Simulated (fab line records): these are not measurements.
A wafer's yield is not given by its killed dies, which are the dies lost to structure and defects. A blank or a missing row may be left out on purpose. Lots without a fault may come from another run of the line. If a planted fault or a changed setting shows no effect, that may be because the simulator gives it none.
Chamber matching || flow sky130 || rie_diel-02 running SKY_METAL4_ETCH_17: 4 sister chambers
The step etches SiO2 in C4F8/O2/Ar, stops on TiN, time 3.9 s, target depth 15 nm. 27 wafers are shown with their chamber, then 12 later ones without.

## EACH WAFER AND ITS CHAMBER
{"wafer": "L074.1", "chamber": 0, "bias_w (W)": 1199, "oes_product_au (a.u.)": 0.752}
{"wafer": "L074.5", "chamber": 3, "bias_w (W)": 1201, "oes_product_au (a.u.)": 0.754}
{"wafer": "L074.6", "chamber": 2, "bias_w (W)": 1205, "oes_product_au (a.u.)": 0.750}
{"wafer": "L078.2", "chamber": 1, "bias_w (W)": 1196, "oes_product_au (a.u.)": 0.746}
{"wafer": "L078.3", "chamber": 3, "bias_w (W)": 1198, "oes_product_au (a.u.)": 0.752}
{"wafer": "L078.5", "chamber": 1, "bias_w (W)": 1202, "oes_product_au (a.u.)": 0.752}
{"wafer": "L077.1", "chamber": 3, "bias_w (W)": 1203, "oes_product_au (a.u.)": 0.760}
{"wafer": "L077.4", "chamber": 0, "bias_w (W)": 1195, "oes_product_au (a.u.)": 0.753}
{"wafer": "L077.6", "chamber": 1, "bias_w (W)": 1199, "oes_product_au (a.u.)": 0.765}
{"wafer": "L079.1", "chamber": 1, "bias_w (W)": 1201, "oes_product_au (a.u.)": 0.750}
{"wafer": "L079.2", "chamber": 2, "bias_w (W)": 1194, "oes_product_au (a.u.)": 0.750}
{"wafer": "L079.3", "chamber": 3, "bias_w (W)": 1200, "oes_product_au (a.u.)": 0.745}
{"wafer": "L079.4", "chamber": 0, "bias_w (W)": 1204, "oes_product_au (a.u.)": 0.754}
{"wafer": "L079.5", "chamber": 2, "bias_w (W)": 1202, "oes_product_au (a.u.)": 0.755}
{"wafer": "L079.6", "chamber": 1, "bias_w (W)": 1199, "oes_product_au (a.u.)": 0.744}
{"wafer": "L085.2", "chamber": 2, "bias_w (W)": 1195, "oes_product_au (a.u.)": 0.748}
{"wafer": "L085.4", "chamber": 0, "bias_w (W)": 1197, "oes_product_au (a.u.)": 0.757}
{"wafer": "L085.5", "chamber": 0, "bias_w (W)": 1199, "oes_product_au (a.u.)": 0.751}
{"wafer": "L086.1", "chamber": 0, "bias_w (W)": 1196, "oes_product_au (a.u.)": 0.738}
{"wafer": "L086.2", "chamber": 1, "bias_w (W)": 1202, "oes_product_au (a.u.)": 0.742}
{"wafer": "L086.3", "chamber": 3, "bias_w (W)": 1197, "oes_product_au (a.u.)": 0.758}
{"wafer": "L086.4", "chamber": 2, "bias_w (W)": 1203, "oes_product_au (a.u.)": 0.749}
{"wafer": "L086.5", "chamber": 3, "bias_w (W)": 1202, "oes_product_au (a.u.)": 0.742}
{"wafer": "L086.6", "chamber": 0, "bias_w (W)": 1198, "oes_product_au (a.u.)": 0.767}
{"wafer": "L087.1", "chamber": 3, "bias_w (W)": 1201, "oes_product_au (a.u.)": 0.752}
{"wafer": "L087.4", "chamber": 1, "bias_w (W)": 1206, "oes_product_au (a.u.)": 0.746}
{"wafer": "L087.5", "chamber": 0, "bias_w (W)": 1197, "oes_product_au (a.u.)": 0.762}

SIGNATURES, as means of the wafers listed above
{"reading": "bias_w", "chamber 0": 1198.12, "chamber 1": 1200.71, "chamber 2": 1199.80, "chamber 3": 1200.29, "scatter within a chamber": 3.22}
{"reading": "oes_product_au", "chamber 0": 0.75425, "chamber 1": 0.74929, "chamber 2": 0.75040, "chamber 3": 0.75186, "scatter within a chamber": 0.00707}
Rule: a wafer's distance from a chamber is the root of the sum, over the readings, of the square of ((its reading less the chamber's mean) divided by the reading's scatter). If the next closest chamber is less than 2 further off than the closest, the wafer can't be placed; otherwise it belongs to the closest. The scatter is the square root of a quotient: the sum, over the shown wafers, of each reading's squared deviation from its chamber's mean, divided by wafers minus chambers.

## WAFERS MISSING THEIR CHAMBER
{"wafer": "L088.2", "bias_w (W)": 1200, "oes_product_au (a.u.)": 0.757}
{"wafer": "L088.4", "bias_w (W)": 1208, "oes_product_au (a.u.)": 0.751}
{"wafer": "L088.5", "bias_w (W)": 1207, "oes_product_au (a.u.)": 0.754}
{"wafer": "L091.2", "bias_w (W)": 1196, "oes_product_au (a.u.)": 0.746}
{"wafer": "L091.4", "bias_w (W)": 1203, "oes_product_au (a.u.)": 0.759}
{"wafer": "L091.6", "bias_w (W)": 1203, "oes_product_au (a.u.)": 0.762}
{"wafer": "L093.2", "bias_w (W)": 1200, "oes_product_au (a.u.)": 0.746}
{"wafer": "L093.4", "bias_w (W)": 1205, "oes_product_au (a.u.)": 0.761}
{"wafer": "L093.6", "bias_w (W)": 1206, "oes_product_au (a.u.)": 0.759}
{"wafer": "L095.3", "bias_w (W)": 1201, "oes_product_au (a.u.)": 0.745}
{"wafer": "L095.5", "bias_w (W)": 1201, "oes_product_au (a.u.)": 0.752}
{"wafer": "L095.6", "bias_w (W)": 1206, "oes_product_au (a.u.)": 0.755}

## THE CHAMBER EACH PASSED THROUGH
{"wafer": "L088.2", "from the rows above": "can't be placed: 0 or 3 or 2 or 1", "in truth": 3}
{"wafer": "L088.4", "from the rows above": "can't be placed: 1 or 3 or 2 or 0", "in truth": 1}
{"wafer": "L088.5", "from the rows above": "can't be placed: 1 or 3 or 2 or 0", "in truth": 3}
{"wafer": "L091.2", "from the rows above": "can't be placed: 2 or 0 or 1 or 3", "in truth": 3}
{"wafer": "L091.4", "from the rows above": "can't be placed: 3 or 1 or 2 or 0", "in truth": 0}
{"wafer": "L091.6", "from the rows above": "can't be placed: 3 or 0 or 2 or 1", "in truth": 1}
{"wafer": "L093.2", "from the rows above": "can't be placed: 1 or 2 or 3 or 0", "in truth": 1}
{"wafer": "L093.4", "from the rows above": "can't be placed: 3 or 1 or 2 or 0", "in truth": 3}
{"wafer": "L093.6", "from the rows above": "can't be placed: 3 or 1 or 2 or 0", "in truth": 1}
{"wafer": "L095.3", "from the rows above": "can't be placed: 1 or 2 or 3 or 0", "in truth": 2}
{"wafer": "L095.5", "from the rows above": "can't be placed: 3 or 1 or 2 or 0", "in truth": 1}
{"wafer": "L095.6", "from the rows above": "can't be placed: 3 or 1 or 2 or 0", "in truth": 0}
0 of 12 placed correctly. Cannot be placed on the basis of these rows: 12; the candidates contain the true chamber in 12. 0 placed wrongly.
